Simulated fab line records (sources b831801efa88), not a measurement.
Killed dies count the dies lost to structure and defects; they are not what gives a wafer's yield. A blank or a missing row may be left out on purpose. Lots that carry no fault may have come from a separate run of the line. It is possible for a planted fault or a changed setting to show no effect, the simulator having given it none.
fab line records	flow gf180mcu
record lots=24	wafers=72	last_day=34
route steps=602 shown POLY_GATE@170 M3@412 M4@462 V4@500 MIM@506 V5@565
lots that met no fault: from a run of the same line without faults
start_h: hours from the record's opening day to when the first of the lot's shown wafers began	wait_h: hours from the lot's prior step to this one	" unchanged from the row above	L1.1+2: several wafers, shown together as one row	- value missing, or start not given	* or withheld: withheld	< > ~ a bound
route shown NAME@n: names a module that has steps shown in the file, with the first one's number in the route	usual: mean/standard deviation of fault-free wafers	same: alike in all rows	chamber/n: place in a boat	sites: each site's reading	_std_site: the values' standard deviation	_edge_site: mean of outer sites minus mean of inner sites	radius_mm: for every site, how far away it sits from the centre of the wafer	mask NAME#n: copy n	behind: the tool/chamber that last shaped the wafer	hold: why the lot was held/for how many hours/how that ended	device: whichever transistor did not switch (one of n, p or np)	end of line: the same wafers' tests at the end of the route	where a step has no rows: the recipe by itself	killed: dies lost to structure and defects at the first sort, not the wafer's yield	map: a wafer's dies, marking killed ones x, the rest . and places with no die _
set.NAME: the setting the step ran with; set.NAME@STEP: the setting that earlier step ran with	model.NAME: the simulator's own value behind a step, which no gauge read
a sample of lots followed through the steps of the route, with each step as a table and each wafer as a row
services: the hour from which a tool's chamber was out of use, counted from the record's first day as start_h (under 0 if before that day), plus the number of hours and why
## steps
# step GF_POLY_GATE_ETCH_13
# recipe target=poly-Si	target_depth_nm=198.5	stop_on=SiO2	over_etch_frac=0.403	chemistry=HBr/Cl2	icp_w=400	bias_w=100	pressure_mtorr=10	HBr_flow_sccm=150	Cl2_flow_sccm=50	time_s=69.6
# usual HBr_flow_sccm=149.9/0.45	drypump_motor_current_A=5.6/0.4	oes_product_au=0.990/0.0082	throttle_valve_pct=33.684/0.009
lot.wafer	tool	chamber	start_h	wait_h	HBr_flow_sccm	drypump_motor_current_A	oes_product_au	rf_hours_counter_h	throttle_valve_pct
L074.3	rie_si-01	3	196.50	-	149.9	5.4	1.000	47	33.711
L074.5	"	2	"	"	150.1	6.3	0.995	-	33.696
L074.6	"	1	"	"	149.3	6.1	1.003	-	33.684
L075.1	rie_si-01	2	204.48	-	150.0	6.3	0.986	2	33.692
L075.5	"	1	"	"	150.3	6.1	0.974	-	33.678
L075.6	"	0	"	"	150.3	5.3	0.983	-	33.664
L076.3	rie_si-02	0	212.58	-	149.6	5.4	0.986	2	33.691
L076.5	"	1	"	"	149.9	5.8	0.993	-	33.674
L076.6	"	0	"	"	150.2	5.4	0.986	-	33.676
L077.2	rie_si-01	3	214.23	-	150.1	5.4	0.981	47	33.687
L077.3	"	0	"	"	150.2	5.3	0.980	6	33.668
L077.4	"	2	"	"	149.4	6.2	0.988	2	33.682
L078.3	rie_si-02	1	227.00	-	150.8	5.8	1.001	45	33.698
L078.4	"	0	"	"	150.2	5.4	0.980	3	33.678
L078.6	"	2	"	"	150.2	5.1	0.986	-	33.667
L079.2	rie_si-01	0	233.18	-	150.4	5.3	0.990	6	33.671
L079.4	"	3	"	"	150.7	5.4	0.983	47	33.675
L079.6	"	2	"	"	149.5	6.3	0.997	-	33.685
L080.2	rie_si-01	1	238.63	-	149.4	6.1	0.986	36	33.682
L080.3	"	3	"	"	149.9	5.4	0.986	47	33.689
L080.4	"	0	"	"	150.7	5.3	0.981	6	33.663
L081.2	rie_si-01	2	244.58	-	150.1	6.3	1.000	2	33.675
L081.3	"	1	"	"	149.7	6.1	0.997	36	33.667
L081.4	"	0	"	"	150.3	5.3	1.011	6	33.668
L082.3	rie_si-02	2	255.70	-	149.1	5.1	0.978	10	33.689
L082.4	"	3	"	"	150.3	5.7	0.994	5	33.686
L082.6	"	1	"	"	150.1	5.8	0.994	-	33.680
L083.1	rie_si-02	0	261.80	-	149.7	5.4	0.978	3	33.698
L083.4	"	2	"	"	150.3	5.1	0.975	10	33.680
L083.5	"	0	"	"	150.3	5.4	0.975	-	33.689
L084.3	rie_si-01	2	269.65	-	149.4	6.3	0.991	2	33.694
L084.5	"	0	"	"	149.4	5.3	0.997	-	33.691
L084.6	"	1	"	"	149.4	6.1	0.975	-	33.679
L085.1	rie_si-01	0	274.98	-	150.4	5.3	1.004	6	33.692
L085.2	"	3	"	"	149.2	5.4	0.997	48	33.685
L085.5	"	1	"	"	149.4	6.1	0.991	-	33.681
L086.4	rie_si-01	3	282.51	-	150.2	5.4	0.990	-	33.683
L086.5	"	2	"	"	150.1	6.3	1.004	-	33.697
L086.6	"	0	"	"	149.5	5.2	0.992	-	33.694
L087.1	rie_si-02	2	290.25	-	149.5	5.1	0.977	10	33.683
L087.2	"	1	"	"	150.1	5.8	0.989	46	33.680
L087.4	"	0	"	"	149.2	5.4	0.986	3	33.676
L089.2	rie_si-01	0	302.49	-	149.9	5.3	0.986	6	33.684
L089.4	"	2	"	"	150.3	6.3	1.009	3	33.689
L089.6	"	0	"	"	149.7	5.3	1.003	-	33.684
L088.2	rie_si-02	3	302.78	-	150.0	5.7	0.996	6	33.690
L088.3	"	0	"	"	149.5	5.4	0.991	3	33.674
L088.5	"	3	"	"	150.1	5.7	0.995	-	33.689
L090.1	rie_si-02	2	309.74	-	150.7	5.1	0.971	11	33.681
L090.4	"	3	"	"	149.7	5.7	0.993	6	33.690
L090.5	"	3	"	"	149.6	5.7	0.997	-	33.686
L091.1	rie_si-02	2	322.33	-	149.8	5.1	0.980	11	33.680
L091.2	"	3	"	"	150.0	5.7	0.991	6	33.691
L091.5	"	1	"	"	150.2	5.8	0.994	-	33.684
L092.2	rie_si-01	0	325.04	-	150.4	5.3	0.991	7	33.688
L092.4	"	1	"	"	149.2	6.1	1.001	37	33.709
L092.5	"	2	"	"	150.2	6.3	0.997	-	33.677
L093.2	rie_si-02	3	331.34	-	151.5	5.7	1.003	6	33.683
L093.3	"	2	"	"	150.3	5.0	0.980	11	33.677
L093.6	"	3	"	"	151.0	5.7	0.996	-	33.682
L094.2	rie_si-01	0	340.73	-	149.4	5.3	0.983	7	33.677
L094.5	"	1	"	"	150.2	6.0	0.986	-	33.677
L094.6	"	2	"	"	148.9	6.3	0.996	-	33.686
L095.1	rie_si-01	3	346.88	-	150.7	5.4	0.992	48	33.665
L095.4	"	3	"	"	150.5	5.4	0.991	-	33.679
L095.5	"	0	"	"	150.0	5.3	0.985	-	33.682
L097.1	rie_si-02	1	358.58	-	150.0	5.8	0.985	46	33.684
L097.5	"	2	"	"	149.5	5.1	0.983	-	33.672
L097.6	"	1	"	"	149.8	5.8	0.989	-	33.693
L096.1	rie_si-02	3	361.98	-	149.8	5.7	1.004	6	33.680
L096.2	"	0	"	"	149.8	5.4	0.997	4	33.684
L096.6	"	2	"	"	149.9	5.1	0.985	-	33.682
# step GF_M3_SPUTTER_03
# recipe material=Ti	target_thk_nm=10	substrate_temp_c=300	chamber_pressure_pa=0.3	power_w=3000	time_s=6.7
# usual cathode_dc_power_W=3000.0/0.56	throttle_valve_pct=30.0/0.73
lot.wafer	tool	chamber	start_h	wait_h	cathode_dc_power_W	throttle_valve_pct
L074.3	pvd_sputter-04	-	463.01	0.0	3000.6	30.7
L074.5	"	-	"	"	3001.2	30.2
L074.6	"	-	"	"	2999.5	30.0
L075.1	pvd_sputter-04	-	471.35	0.0	3000.3	30.0
L075.5	"	-	"	"	2999.5	30.4
L075.6	"	-	"	"	2999.9	29.6
L076.3	pvd_sputter-03	-	483.33	0.0	3001.0	29.7
L076.5	"	-	"	"	3000.2	30.7
L076.6	"	-	"	"	3000.0	30.4
L077.2	pvd_sputter-02	-	488.95	0.0	2999.8	29.4
L077.3	"	-	"	"	3000.3	28.7
L077.4	"	-	"	"	3000.1	28.9
L078.3	pvd_sputter-03	-	502.30	0.0	2999.8	29.7
L078.4	"	-	"	"	3000.0	29.3
L078.6	"	-	"	"	2999.5	29.3
L079.2	pvd_sputter-03	-	512.66	0.0	3000.9	29.4
L079.4	"	-	"	"	2999.9	30.3
L079.6	"	-	"	"	2999.3	30.5
L080.2	pvd_sputter-02	-	516.95	0.0	3000.6	29.7
L080.3	"	-	"	"	3000.2	28.9
L080.4	"	-	"	"	2999.8	29.4
L081.2	pvd_sputter-03	-	527.19	0.0	3000.5	30.2
L081.3	"	-	"	"	3000.2	29.6
L081.4	"	-	"	"	3000.0	30.8
L082.3	pvd_sputter-03	-	539.40	0.0	2999.2	30.2
L082.4	"	-	"	"	3000.1	30.9
L082.6	"	-	"	"	2999.5	29.5
L083.1	pvd_sputter-04	-	548.16	0.0	3001.0	29.9
L083.4	"	-	"	"	2999.1	29.6
L083.5	"	-	"	"	3000.6	30.8
L084.3	pvd_sputter-04	-	553.65	0.0	3000.1	30.0
L084.5	"	-	"	"	3000.1	29.8
L084.6	"	-	"	"	2998.7	30.3
L085.1	pvd_sputter-04	-	563.30	0.0	2999.9	30.2
L085.2	"	-	"	"	2999.6	30.0
L085.5	"	-	"	"	2999.7	30.2
L086.4	pvd_sputter-02	-	571.60	0.0	2999.5	28.8
L086.5	"	-	"	"	2999.5	29.7
L086.6	"	-	"	"	2999.4	31.4
L087.1	pvd_sputter-03	-	578.69	0.0	2999.9	29.5
L087.2	"	-	"	"	2999.7	29.7
L087.4	"	-	"	"	3000.5	30.8
L089.2	pvd_sputter-03	-	588.11	0.0	2999.6	29.4
L089.4	"	-	"	"	2999.7	30.7
L089.6	"	-	"	"	2999.9	30.2
L088.2	pvd_sputter-02	-	594.31	0.0	2999.5	31.5
L088.3	"	-	"	"	3001.2	28.8
L088.5	"	-	"	"	2999.5	29.5
L090.1	pvd_sputter-04	-	599.70	0.0	3000.4	29.8
L090.4	"	-	"	"	3000.6	30.8
L090.5	"	-	"	"	3000.0	30.1
L091.1	pvd_sputter-03	-	611.77	0.0	3000.0	30.3
L091.2	"	-	"	"	2999.9	30.9
L091.5	"	-	"	"	2999.5	30.7
L092.2	pvd_sputter-03	-	619.36	0.0	3000.3	29.5
L092.4	"	-	"	"	3000.5	30.7
L092.5	"	-	"	"	2999.8	29.7
L093.2	pvd_sputter-03	-	620.31	0.0	3000.5	30.7
L093.3	"	-	"	"	3000.0	30.3
L093.6	"	-	"	"	2999.9	30.5
L094.2	pvd_sputter-03	-	629.99	0.0	2999.8	30.4
L094.5	"	-	"	"	3000.1	29.7
L094.6	"	-	"	"	3000.5	30.1
L095.1	pvd_sputter-02	-	634.34	0.0	2999.7	31.5
L095.4	"	-	"	"	3000.0	29.6
L095.5	"	-	"	"	3000.9	31.5
L097.1	pvd_sputter-02	-	645.34	0.0	2999.9	29.6
L097.5	"	-	"	"	3000.2	28.7
L097.6	"	-	"	"	2999.5	29.6
L096.1	pvd_sputter-02	-	648.40	0.0	3000.2	29.3
L096.2	"	-	"	"	2998.3	31.3
L096.6	"	-	"	"	3001.1	31.3
# step GF_M4_THK_MEAS_06
# recipe thk_meas_gauge=xrf	reads=AlCu_of_M4_SPUTTER_02
# usual M4_ALCU_THK=462/5.5
lot.wafer	tool	chamber	start_h	wait_h	M4_ALCU_THK[nm]
L074.3	film_metro-02	-	514.01	0.1	460
L074.5	"	-	"	"	461
L074.6	"	-	"	"	462
L075.1	film_metro-04	-	521.94	0.1	466
L075.5	"	-	"	"	466
L075.6	"	-	"	"	467
L076.3	film_metro-04	-	534.34	0.1	464
L076.5	"	-	"	"	469
L076.6	"	-	"	"	467
L077.2	film_metro-04	-	538.50	0.1	472
L077.3	"	-	"	"	472
L077.4	"	-	"	"	464
L078.3	film_metro-02	-	551.49	0.1	466
L078.4	"	-	"	"	457
L078.6	"	-	"	"	458
L079.2	film_metro-02	-	560.95	0.1	468
L079.4	"	-	"	"	476
L079.6	"	-	"	"	473
L080.2	film_metro-04	-	565.45	0.1	469
L080.3	"	-	"	"	471
L080.4	"	-	"	"	470
L081.2	film_metro-02	-	573.84	0.1	465
L081.3	"	-	"	"	459
L081.4	"	-	"	"	461
L082.3	film_metro-04	-	586.91	0.1	464
L082.4	"	-	"	"	461
L082.6	"	-	"	"	463
L083.1	film_metro-02	-	595.51	0.1	455
L083.4	"	-	"	"	458
L083.5	"	-	"	"	462
L084.3	film_metro-04	-	600.04	0.1	461
L084.5	"	-	"	"	465
L084.6	"	-	"	"	466
L085.1	film_metro-03	-	609.87	0.1	464
L085.2	"	-	"	"	462
L085.5	"	-	"	"	457
L086.4	film_metro-04	-	616.52	0.1	462
L086.5	"	-	"	"	462
L086.6	"	-	"	"	457
L087.1	film_metro-04	-	623.09	0.1	467
L087.2	"	-	"	"	466
L087.4	"	-	"	"	466
L089.2	film_metro-02	-	632.84	0.1	453
L089.4	"	-	"	"	455
L089.6	"	-	"	"	455
L088.2	film_metro-03	-	638.61	0.1	460
L088.3	"	-	"	"	457
L088.5	"	-	"	"	462
L090.1	film_metro-03	-	643.47	0.1	452
L090.4	"	-	"	"	458
L090.5	"	-	"	"	458
L091.1	film_metro-03	-	654.61	0.1	460
L091.2	"	-	"	"	458
L091.5	"	-	"	"	458
L092.2	film_metro-03	-	662.82	0.1	453
L092.4	"	-	"	"	454
L092.5	"	-	"	"	446
L093.2	film_metro-02	-	663.03	0.1	461
L093.3	"	-	"	"	463
L093.6	"	-	"	"	460
L094.2	film_metro-02	-	672.37	0.1	455
L094.5	"	-	"	"	451
L094.6	"	-	"	"	456
L095.1	film_metro-02	-	677.66	0.1	455
L095.4	"	-	"	"	460
L095.5	"	-	"	"	462
L097.1	film_metro-04	-	687.30	0.1	458
L097.5	"	-	"	"	467
L097.6	"	-	"	"	462
L096.1	film_metro-04	-	689.84	0.1	463
L096.2	"	-	"	"	459
L096.6	"	-	"	"	459
# step GF_V4_RS_MEAS_24
# recipe thk_meas_gauge=four-point-probe	reads=W_of_V4_CVD_23+TiN_of_V4_SPUTTER_22+Ti_of_V4_SPUTTER_21
# usual V4_W_RS=0.329/0.003
lot.wafer	tool	chamber	start_h	wait_h	V4_W_RS[ohm/sq]
L074.3	film_metro-02	-	561.40	0.1	0.336
L074.5	"	-	"	"	0.335
L074.6	"	-	"	"	0.336
L075.1	film_metro-02	-	568.51	0.1	0.326
L075.5	"	-	"	"	0.325
L075.6	"	-	"	"	0.327
L076.3	film_metro-01	-	580.61	0.1	0.324
L076.5	"	-	"	"	0.325
L076.6	"	-	"	"	0.323
L077.2	film_metro-02	-	584.69	0.1	0.332
L077.3	"	-	"	"	0.329
L077.4	"	-	"	"	0.330
L078.3	film_metro-03	-	596.15	0.1	0.331
L078.4	"	-	"	"	0.331
L078.6	"	-	"	"	0.333
L079.2	film_metro-03	-	606.57	0.1	0.331
L079.4	"	-	"	"	0.328
L079.6	"	-	"	"	0.328
L080.2	film_metro-03	-	610.27	0.1	0.330
L080.3	"	-	"	"	0.328
L080.4	"	-	"	"	0.328
L081.2	film_metro-01	-	617.56	0.1	0.328
L081.3	"	-	"	"	0.329
L081.4	"	-	"	"	0.331
L082.3	film_metro-02	-	631.70	0.1	0.327
L082.4	"	-	"	"	0.329
L082.6	"	-	"	"	0.327
L083.1	film_metro-02	-	638.36	0.1	0.326
L083.4	"	-	"	"	0.326
L083.5	"	-	"	"	0.327
L084.3	film_metro-02	-	643.09	0.1	0.319
L084.5	"	-	"	"	0.326
L084.6	"	-	"	"	0.324
L085.1	film_metro-02	-	652.11	0.1	0.326
L085.2	"	-	"	"	0.330
L085.5	"	-	"	"	0.328
L086.4	film_metro-02	-	658.29	0.1	0.326
L086.5	"	-	"	"	0.330
L086.6	"	-	"	"	0.331
L087.1	film_metro-02	-	664.61	0.1	0.325
L087.2	"	-	"	"	0.325
L087.4	"	-	"	"	0.329
L089.2	film_metro-03	-	674.03	0.1	0.330
L089.4	"	-	"	"	0.329
L089.6	"	-	"	"	0.330
L088.2	film_metro-03	-	679.48	0.1	0.329
L088.3	"	-	"	"	0.336
L088.5	"	-	"	"	0.332
L090.1	film_metro-03	-	684.36	0.1	0.328
L090.4	"	-	"	"	0.326
L090.5	"	-	"	"	0.328
L091.1	film_metro-03	-	695.46	0.1	0.330
L091.2	"	-	"	"	0.329
L091.5	"	-	"	"	0.328
L092.2	film_metro-03	-	702.12	0.1	0.333
L092.4	"	-	"	"	0.327
L092.5	"	-	"	"	0.330
L093.2	film_metro-01	-	703.10	0.1	0.329
L093.3	"	-	"	"	0.332
L093.6	"	-	"	"	0.332
L094.2	film_metro-03	-	711.87	0.1	0.330
L094.5	"	-	"	"	0.330
L094.6	"	-	"	"	0.326
L095.1	film_metro-03	-	716.66	0.1	0.326
L095.4	"	-	"	"	0.328
L095.5	"	-	"	"	0.330
L097.1	film_metro-03	-	725.81	0.1	0.328
L097.5	"	-	"	"	0.331
L097.6	"	-	"	"	0.332
L096.1	film_metro-03	-	727.76	0.1	0.326
L096.2	"	-	"	"	0.328
L096.6	"	-	"	"	0.328
# step GF_MIM_SPUTTER_03
# recipe material=Ti	target_thk_nm=10	substrate_temp_c=300	chamber_pressure_pa=0.3	power_w=3000	time_s=6.7
# usual cathode_dc_power_W=3000.0/0.52	throttle_valve_pct=30.1/0.65
lot.wafer	tool	chamber	start_h	wait_h	cathode_dc_power_W	throttle_valve_pct
L074.3	pvd_sputter-04	-	562.00	0.0	3000.3	30.1
L074.5	"	-	"	"	2999.8	30.5
L074.6	"	-	"	"	3000.3	29.9
L075.1	pvd_sputter-04	-	569.15	0.0	3000.5	29.8
L075.5	"	-	"	"	2999.6	29.9
L075.6	"	-	"	"	3000.0	30.4
L076.3	pvd_sputter-04	-	581.21	0.0	2999.7	30.2
L076.5	"	-	"	"	3000.8	30.3
L076.6	"	-	"	"	2999.8	30.2
L077.2	pvd_sputter-04	-	585.31	0.0	3000.4	30.5
L077.3	"	-	"	"	2999.7	30.0
L077.4	"	-	"	"	3000.2	30.5
L078.3	pvd_sputter-02	-	596.75	0.0	3000.1	28.6
L078.4	"	-	"	"	3000.0	29.3
L078.6	"	-	"	"	3000.7	31.4
L079.2	pvd_sputter-03	-	607.19	0.0	3000.4	30.3
L079.4	"	-	"	"	3001.1	29.2
L079.6	"	-	"	"	3000.2	29.6
L080.2	pvd_sputter-03	-	610.97	0.0	3000.1	29.5
L080.3	"	-	"	"	2999.9	30.8
L080.4	"	-	"	"	3000.8	29.6
L081.2	pvd_sputter-03	-	618.18	0.0	3000.3	29.7
L081.3	"	-	"	"	3000.5	30.9
L081.4	"	-	"	"	2999.6	30.6
L082.3	pvd_sputter-02	-	632.30	0.0	3000.3	29.1
L082.4	"	-	"	"	2999.6	28.7
L082.6	"	-	"	"	3000.0	29.2
L083.1	pvd_sputter-04	-	639.02	0.0	2999.9	30.1
L083.4	"	-	"	"	2998.8	30.0
L083.5	"	-	"	"	3001.0	30.0
L084.3	pvd_sputter-02	-	643.69	0.0	2999.3	31.4
L084.5	"	-	"	"	3000.4	29.2
L084.6	"	-	"	"	2998.4	31.5
L085.1	pvd_sputter-04	-	652.75	0.0	3000.7	29.9
L085.2	"	-	"	"	3000.6	30.8
L085.5	"	-	"	"	3000.2	30.7
L086.4	pvd_sputter-03	-	658.88	0.0	3001.4	30.4
L086.5	"	-	"	"	3000.5	29.6
L086.6	"	-	"	"	2999.8	29.5
L087.1	pvd_sputter-04	-	665.25	0.0	3000.0	29.6
L087.2	"	-	"	"	2999.7	29.8
L087.4	"	-	"	"	3000.1	30.4
L089.2	pvd_sputter-03	-	674.65	0.0	2998.7	30.5
L089.4	"	-	"	"	2999.9	29.3
L089.6	"	-	"	"	3000.7	30.3
L088.2	pvd_sputter-03	-	680.10	0.0	2999.9	29.6
L088.3	"	-	"	"	2999.6	29.5
L088.5	"	-	"	"	3000.4	29.7
L090.1	pvd_sputter-04	-	685.00	0.0	3000.0	30.1
L090.4	"	-	"	"	3000.5	29.9
L090.5	"	-	"	"	2999.8	30.4
L091.1	pvd_sputter-03	-	696.10	0.0	2999.9	30.8
L091.2	"	-	"	"	3000.2	30.3
L091.5	"	-	"	"	3000.3	29.6
L092.2	pvd_sputter-02	-	702.74	0.0	2999.7	29.7
L092.4	"	-	"	"	2999.8	29.1
L092.5	"	-	"	"	2999.6	29.3
L093.2	pvd_sputter-04	-	703.74	0.0	2999.9	29.9
L093.3	"	-	"	"	3000.4	30.4
L093.6	"	-	"	"	3000.4	30.1
L094.2	pvd_sputter-02	-	712.82	0.0	2999.7	29.1
L094.5	"	-	"	"	2999.7	31.5
L094.6	"	-	"	"	3000.0	29.2
L095.1	pvd_sputter-03	-	717.30	0.0	3000.1	31.0
L095.4	"	-	"	"	2999.2	29.5
L095.5	"	-	"	"	3000.1	30.2
L097.1	pvd_sputter-04	-	726.45	0.0	2999.0	30.7
L097.5	"	-	"	"	3000.3	30.0
L097.6	"	-	"	"	2999.6	30.6
L096.1	pvd_sputter-04	-	728.41	0.0	3000.5	30.8
L096.2	"	-	"	"	2999.6	30.3
L096.6	"	-	"	"	3000.2	30.1
# step GF_V5_THK_MEAS_25
# recipe thk_meas_gauge=xrf	reads=W_of_V5_CVD_23
# usual V5_W_THK=354/4.3
lot.wafer	tool	chamber	start_h	wait_h	V5_W_THK[nm]
L074.3	film_metro-04	-	628.03	0.1	362
L074.5	"	-	"	"	356
L074.6	"	-	"	"	364
L075.1	film_metro-04	-	635.14	0.1	360
L075.5	"	-	"	"	362
L075.6	"	-	"	"	355
L076.3	film_metro-02	-	647.44	0.1	354
L076.5	"	-	"	"	352
L076.6	"	-	"	"	346
L077.2	film_metro-01	-	650.37	0.1	354
L077.3	"	-	"	"	360
L077.4	"	-	"	"	360
L078.3	film_metro-02	-	660.69	0.1	358
L078.4	"	-	"	"	358
L078.6	"	-	"	"	356
L079.2	film_metro-02	-	670.20	0.1	348
L079.4	"	-	"	"	357
L079.6	"	-	"	"	350
L080.2	film_metro-02	-	673.00	0.1	348
L080.3	"	-	"	"	352
L080.4	"	-	"	"	345
L081.2	film_metro-04	-	680.89	0.1	355
L081.3	"	-	"	"	358
L081.4	"	-	"	"	355
L082.3	film_metro-02	-	693.40	0.1	355
L082.4	"	-	"	"	352
L082.6	"	-	"	"	351
L083.1	film_metro-02	-	700.00	0.1	352
L083.4	"	-	"	"	349
L083.5	"	-	"	"	350
L084.3	film_metro-04	-	703.98	0.1	354
L084.5	"	-	"	"	356
L084.6	"	-	"	"	351
L085.1	film_metro-04	-	712.37	0.1	357
L085.2	"	-	"	"	355
L085.5	"	-	"	"	359
L086.4	film_metro-04	-	718.99	0.1	345
L086.5	"	-	"	"	354
L086.6	"	-	"	"	351
L087.1	film_metro-02	-	724.29	0.1	353
L087.2	"	-	"	"	353
L087.4	"	-	"	"	347
L089.2	film_metro-04	-	732.29	0.1	357
L089.4	"	-	"	"	357
L089.6	"	-	"	"	356
L088.2	film_metro-01	-	737.50	0.1	351
L088.3	"	-	"	"	354
L088.5	"	-	"	"	356
L090.1	film_metro-01	-	741.96	0.1	353
L090.4	"	-	"	"	355
L090.5	"	-	"	"	357
L091.1	film_metro-01	-	751.14	0.1	355
L091.2	"	-	"	"	352
L091.5	"	-	"	"	356
L092.2	film_metro-02	-	759.40	0.1	346
L092.4	"	-	"	"	353
L092.5	"	-	"	"	350
L093.2	film_metro-04	-	759.82	0.1	352
L093.3	"	-	"	"	353
L093.6	"	-	"	"	350
L094.2	film_metro-01	-	765.86	0.1	350
L094.5	"	-	"	"	353
L094.6	"	-	"	"	357
L095.1	film_metro-04	-	769.99	0.1	352
L095.4	"	-	"	"	355
L095.5	"	-	"	"	359
L097.1	film_metro-01	-	778.89	0.1	344
L097.5	"	-	"	"	355
L097.6	"	-	"	"	346
L096.1	film_metro-04	-	780.56	0.1	353
L096.2	"	-	"	"	353
L096.6	"	-	"	"	354
## services
tool	chamber	start_h	hours	kind
rie_si-01	1	206.05	5.8	repair
pvd_sputter-04	-	231.60	5.1	repair
rie_si-01	1	276.46	12.4	repair
rie_si-01	-	285.79	0.3	repair
pvd_sputter-03	-	288.04	9.4	repair
rie_si-02	2	339.34	6.6	repair
rie_si-01	1	342.01	10.5	repair
rie_si-01	1	367.83	1.0	repair
rie_si-02	0	372.32	1.8	repair
rie_si-01	3	415.64	1.2	repair
pvd_sputter-02	-	450.80	2.4	repair
rie_si-01	3	511.71	1.2	repair
pvd_sputter-03	-	516.22	4.9	repair
rie_si-01	-	531.17	0.2	repair
rie_si-01	3	548.91	17.9	repair
pvd_sputter-02	-	572.08	3.3	repair
rie_si-01	2	580.32	1.1	repair
rie_si-01	0	580.88	1.5	repair
pvd_sputter-02	-	589.13	4.5	repair
pvd_sputter-04	-	599.92	4.5	repair
pvd_sputter-02	-	610.90	6.0	repair
pvd_sputter-03	-	634.79	1.3	repair
rie_si-01	0	657.36	18.6	repair
rie_si-01	-	681.51	2.8	pm
## key
fault none
